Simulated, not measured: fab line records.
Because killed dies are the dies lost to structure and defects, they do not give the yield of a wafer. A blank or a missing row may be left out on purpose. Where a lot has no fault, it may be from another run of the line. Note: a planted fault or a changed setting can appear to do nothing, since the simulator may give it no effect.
Which tool was responsible?	flow sky130	30 wafers from 10 lots sampled at 6 of the route's 708 steps

## WHAT THE GAUGES SHOWED, per wafer
SKY_VIA1_THK_MEAS_23: measures by xrf.
lot	measured	on	VIA1_W_THK (nm)
L598	day 33 20:23	film-metro-03	269 264 262
L600	day 35 12:55	film-metro-02	272 270 271
L602	day 38 21:38	film-metro-03	273 270 268
L604	day 38 23:33	film-metro-03	271 271 268
L607	day 38 23:40	film-metro-02	266 265 271
L605	day 38 23:50	film-metro-02	267 271 268
L611	day 39 04:44	film-metro-04	268 269 268
L616	day 39 17:53	film-metro-04	270 267 265
L619	day 40 06:16	film-metro-02	269 270 273
L620	day 41 00:00	film-metro-04	268 272 270

SKY_CAPM_RS_MEAS_03: uses a four-point probe to measure.
lot	measured	on	CAPM_TIN_RS (ohm/sq)
L598	day 36 03:31	film-metro-04	6.90 6.72 6.89
L600	day 37 20:55	film-metro-04	6.98 6.93 6.90
L602	day 41 03:54	film-metro-04	6.95 7.01 7.00
L604	day 41 04:56	film-metro-04	6.87 6.76 6.87
L607	day 41 05:16	film-metro-03	4.72 6.96 6.96
L605	day 41 05:43	film-metro-04	6.86 6.89 6.86
L611	day 41 09:51	film-metro-01	6.74 4.65 6.72
L616	day 41 20:59	film-metro-04	7.02 7.04 6.98
L619	day 42 09:18	film-metro-03	6.86 6.94 6.96
L620	day 43 01:42	film-metro-03	6.96 6.91 6.85

SKY_CAPM_THK_MEAS_04: measures by xrf.
lot	measured	on	CAPM_TIN_THK (nm)
L598	day 36 03:37	film-metro-04	201.2 207.1 202.5
L600	day 37 21:02	film-metro-04	198.9 199.9 201.5
L602	day 41 04:01	film-metro-04	201.3 198.3 199.9
L604	day 41 05:04	film-metro-04	202.9 206.2 202.7
L607	day 41 05:22	film-metro-03	294.3 200.7 199.9
L605	day 41 05:50	film-metro-04	202.4 202.9 202.9
L611	day 41 09:57	film-metro-01	203.8 293.5 205.1
L616	day 41 21:06	film-metro-04	198.4 197.5 200.8
L619	day 42 09:25	film-metro-03	203.5 199.7 199.4
L620	day 43 01:48	film-metro-03	199.3 200.1 201.3

## EACH LOT AND THE TOOL THAT RAN IT (in order: tool; ch and the chambers of the sampled wafers; start)
lot	SKY_METAL2_SPUTTER_03	SKY_VIA2_ETCH_15	SKY_CAPM_SPUTTER_02
L598	pvd-sputter-04, day 33 20:48	rie-diel-04 ch 0,2, day 36 01:47	pvd-sputter-02, day 36 03:22
L600	pvd-sputter-04, day 35 13:23	rie-diel-03 ch 0,2,3, day 37 19:14	pvd-sputter-03, day 37 20:48
L602	pvd-sputter-01, day 38 22:22	rie-diel-03 ch 1,2, day 41 01:26	pvd-sputter-01, day 41 03:47
L604	pvd-sputter-03, day 38 23:59	rie-diel-03 ch 0,1,3, day 41 02:50	pvd-sputter-02, day 41 04:50
L607	pvd-sputter-01, day 39 00:05	rie-diel-01 ch 0,1,2, day 41 02:58	pvd-sputter-03, day 41 05:08
L605	pvd-sputter-04, day 39 00:17	rie-diel-01 ch 1,2,3, day 41 03:54	pvd-sputter-01, day 41 05:37
L611	pvd-sputter-04, day 39 05:09	rie-diel-03 ch 1,2, day 41 08:06	pvd-sputter-03, day 41 09:43
L616	pvd-sputter-01, day 39 18:19	rie-diel-01 ch 0,1, day 41 19:17	pvd-sputter-01, day 41 20:52
L619	pvd-sputter-01, day 40 06:41	rie-diel-04 ch 0,1,3, day 42 07:30	pvd-sputter-01, day 42 09:10
L620	pvd-sputter-01, day 41 00:25	rie-diel-04 ch 0,2, day 42 23:51	pvd-sputter-02, day 43 01:33
- SKY_METAL2_SPUTTER_03: material Ti, target thk 5 nm, time 3.3 s.
- SKY_VIA2_ETCH_15: etches SiO2 in C4F8/O2/Ar, stops on TiN, target depth 546 nm, time 84 s.
- SKY_CAPM_SPUTTER_02: material TiN, target thk 200 nm, time 166.7 s.

## WHAT THE TOOLS THEMSELVES READ (means of the sampled wafers that have a number; where no wafer has one, the mark that the record gives instead)
SKY_METAL2_SPUTTER_03.
lot	tool	cathode-dc-power-W (W)	throttle-valve-pct (%)
L598	pvd-sputter-04	3000.1	29.7
L600	pvd-sputter-04	3000.6	29.5
L602	pvd-sputter-01	2999.8	29.4
L604	pvd-sputter-03	3000.1	30.9
L607	pvd-sputter-01	3000.4	29.4
L605	pvd-sputter-04	2999.8	29.5
L611	pvd-sputter-04	2999.7	29.5
L616	pvd-sputter-01	3000.4	28.7
L619	pvd-sputter-01	3000.1	30.0
L620	pvd-sputter-01	3000.2	29.4

SKY_VIA2_ETCH_15.
lot	tool	oes-product-au (a.u.)
L598	rie-diel-04	0.936
L600	rie-diel-03	0.942
L602	rie-diel-03	0.944
L604	rie-diel-03	0.935
L607	rie-diel-01	0.939
L605	rie-diel-01	0.935
L611	rie-diel-03	0.940
L616	rie-diel-01	0.941
L619	rie-diel-04	0.942
L620	rie-diel-04	0.940

SKY_CAPM_SPUTTER_02.
lot	tool	cathode-dc-power-W (W)	throttle-valve-pct (%)
L598	pvd-sputter-02	6499.5	30.4
L600	pvd-sputter-03	6499.5	31.5
L602	pvd-sputter-01	6500.1	29.4
L604	pvd-sputter-02	6499.6	30.5
L607	pvd-sputter-03	6501.2	31.1
L605	pvd-sputter-01	6500.3	29.5
L611	pvd-sputter-03	6499.1	30.8
L616	pvd-sputter-01	6500.5	28.7
L619	pvd-sputter-01	6499.5	29.4
L620	pvd-sputter-02	6500.1	30.6

## THE ANSWER, worked out from the rows above alone
Rule: the usual values come from the lots themselves. The widest of any qualifying gaps counts: lots, ordered by their means at a reading, are off when they make up no more than a third of the lots, leave a main group of 4 or more, and stand apart from it by 3 or more times the standard deviation of that group's means. A main group is skipped when, at the precision printed for the reading in the tables above, its means are all equal. A lot without any number at a reading at which 4 lots or more have one is off too. Any other lot the step has rows for is counted as sound. The gauges are gone through in route order, then the tools' own readings, and for those a lot's mean is taken as printed above. At the first step where some lot is off, the reading lying furthest off is the one used; lots without a number count as furthest.
Off: L607, L611, at SKY_CAPM_RS_MEAS_03 (CAPM_TIN_RS). Main group: mean 6.91 ohm/sq, sd 0.061.
A tool fits if, at a process step before that reading, it ran every lot that is off, and no sound lot after the first of them. The gauges at SKY_CAPM_RS_MEAS_03 are tried like those tools. One candidate fits, namely pvd-sputter-03 at SKY_CAPM_SPUTTER_02. Its last sound lot is L600 (day 37 20:48), its first lot that is off L607 (day 41 05:08): a fault that began between those two fits.

## WHAT THE SIMULATOR HAD INSERTED
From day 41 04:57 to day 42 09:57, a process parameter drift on pvd-sputter-03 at SKY_CAPM_SPUTTER_02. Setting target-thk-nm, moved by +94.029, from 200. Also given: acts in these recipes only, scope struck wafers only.
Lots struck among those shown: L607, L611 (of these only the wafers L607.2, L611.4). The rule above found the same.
